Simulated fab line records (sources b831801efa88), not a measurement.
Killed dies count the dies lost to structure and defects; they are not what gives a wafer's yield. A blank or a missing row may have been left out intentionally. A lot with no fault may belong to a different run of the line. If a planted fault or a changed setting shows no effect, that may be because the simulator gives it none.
A struck lot beside a sound one	flow sky130	16 out of 708 route steps
Sound: the wafers L911.2, L911.3, L911.4. Wafers L930.2, L930.4, L930.6 were the ones struck. At the end, the cause is stated.
Each step with rows lists, per side, the tool, then ch with its chambers, then its first start. Under that, the readings that differ: sound wafers	struck wafers	difference of the means	sigmas: that difference in standard deviations of wafers without a fault.
alike: a reading whose means differ by less than 2 such deviations, as well as words and numbers matching on both sides. not compared: withheld readings; readings where some wafer has no value; bounds like >300 that might hide an equal value; numbers whose values overlap and for which the record gives no deviation.
The two part at a step that has a row with sigmas, a row that says differs or no value, or rows on one side only. Non-overlapping numbers with no deviation appear without sigmas and do not part them. Lack of a reading on every wafer of one side parts them only where that side has two or more wafers.

SKY_VT_ADJUST_HVTP_OVL_MEAS_08:
  sound on overlay-02, day 6 16:47; struck on overlay-01, day 12 03:47
reading	sound	struck	difference	sigmas
VT_ADJUST_HVTP_OVL (nm)	-0.1 0.8 2.5	-2.9 -2.5 -1.5	-3.4	-2
after that, 1 step had no rows for these wafers: SKY_VT_ADJUST_HVTP_IMPLANT_09.
SKY_VT_ADJUST_HVTP_STRIP_10: strips in O2/N2.
  sound on plasma-asher-04 ch 0,1, day 6 16:58; struck on plasma-asher-01 ch 0, day 12 03:58
reading	sound	struck	difference	sigmas
strip-time-to-endpoint-s (s)	14.37 14.34 14.38	14.28 14.27 14.27	-0.09	-2
  alike: drypump-motor-current-A, oes-product-au
  not compared: rf-hours-counter-h
SKY_VT_ADJUST_HVTP_TW_MEAS_11:
  sound on film-metro-04, day 6 17:04; struck on film-metro-04, day 12 04:05
  alike: VT_ADJUST_HVTP_TW
then, 7 steps without rows for these wafers: SKY_VT_ADJUST_LVTN_DEHYDRATE_00 (time 60 s); SKY_VT_ADJUST_LVTN_HMDS_01 (prime time 60 s); SKY_VT_ADJUST_LVTN_COAT_02 (resist thk 3000 nm); SKY_VT_ADJUST_LVTN_SOFTBAKE_03; SKY_VT_ADJUST_LVTN_EXPOSE_04 (exposes mask NWM COMPLEMENT LESS NATIVE, target cd 840 nm); SKY_VT_ADJUST_LVTN_PEB_05; SKY_VT_ADJUST_LVTN_DEVELOP_06 (develop time 60 s).
SKY_VT_ADJUST_LVTN_OVL_MEAS_07:
  sound on overlay-02, day 7 10:34; struck on overlay-01, day 13 05:25
reading	sound	struck	difference	sigmas
VT_ADJUST_LVTN_OVL (nm)	2.3 1.5 0.5	-2.5 -0.9 -2.1	-3.3	-3
SKY_VT_ADJUST_LVTN_IMPLANT_08:
  sound on implanter-01 ch 0, day 7 10:37; struck on implanter-01 ch 0, day 13 05:28
reading	sound	struck	difference	sigmas
dose-ions-cm2	1.5697e+12 1.5712e+12 1.5718e+12	2.2772e+12 2.2822e+12 2.2808e+12	+7.0917e+11	+99 or more
faraday-current-uA	8.99 8.49 8.94	12.31 12.85 13.31	+4.02	+20
  alike: beam-on-s
SKY_VT_ADJUST_LVTN_STRIP_09: strips in O2/N2.
  sound on plasma-asher-03 ch 0,1, day 7 10:45; struck on plasma-asher-04 ch 0,1, day 13 05:36
  alike: drypump-motor-current-A, oes-product-au, strip-time-to-endpoint-s
  not compared: rf-hours-counter-h
SKY_VT_ADJUST_LVTN_TW_MEAS_10:
  sound on film-metro-02, day 7 10:52; struck on film-metro-04, day 13 05:56
reading	sound	struck	difference	sigmas
VT_ADJUST_LVTN_TW	241.3 242.5 240.7	273.9 272.5 271.7	+31.2	+24
  not compared: hold
-- a jump in the record: the struck wafers' starts before and after are 38 days apart (it breaks off in module VT_ADJUST_LVTN and resumes in module PAD_OPEN, where the first step shown is number 708 of the route) --
SKY_PAD_OPEN_PROBE_99:
  sound on prober-01, day 46 07:37; struck on prober-01, day 51 03:13
reading	sound	struck	difference	sigmas
model.etest.nfet_01v8_lvt.vt-sat-v (V)	0.5289 0.5231 0.5362	0.5495 0.557 0.5576	+0.0253	
model.etest.nfet_01v8_turned.vt-sat-v (V)	0.6406 0.6384 0.6479	0.6519 0.6549 0.6556	+0.0118	
model.etest.nfet_01v8_swapped.vt-sat-v (V)	0.6484 0.6391 0.6469	0.6497 0.6549 0.6554	+0.0085	
model.etest.nfet_01v8_lvt.vt-v (V)	0.6071 0.6045 0.6101	0.6105 0.6163 0.6164	+0.0072	
model.etest.nfet_01v8_lvt.body-rise-v (V)	0.1436 0.144 0.1442	0.1487 0.1484 0.1512	+0.0055	
  alike: killed_at_M0_to_M3, killed_at_M4_up, killed-at-contacts, killed-at-front-end, killed-at-other, killed-dies, killed-on-rim, killed-open, killed-short
  not compared: model.etest.nfet_01v8.vt-sat-v, model.etest.nfet_01v8_lvt.vt-long-v, model.etest.nfet_01v8_turned.vt-v

WHERE THEY PART
Last at SKY_VT_ADJUST_LVTN_TW_MEAS_10 as far as this record goes, first at SKY_VT_ADJUST_HVTP_OVL_MEAS_08. Later steps at which nothing parts them and some readings are alike: SKY_PAD_OPEN_PROBE_99.

WHY: what had been put in by the simulator
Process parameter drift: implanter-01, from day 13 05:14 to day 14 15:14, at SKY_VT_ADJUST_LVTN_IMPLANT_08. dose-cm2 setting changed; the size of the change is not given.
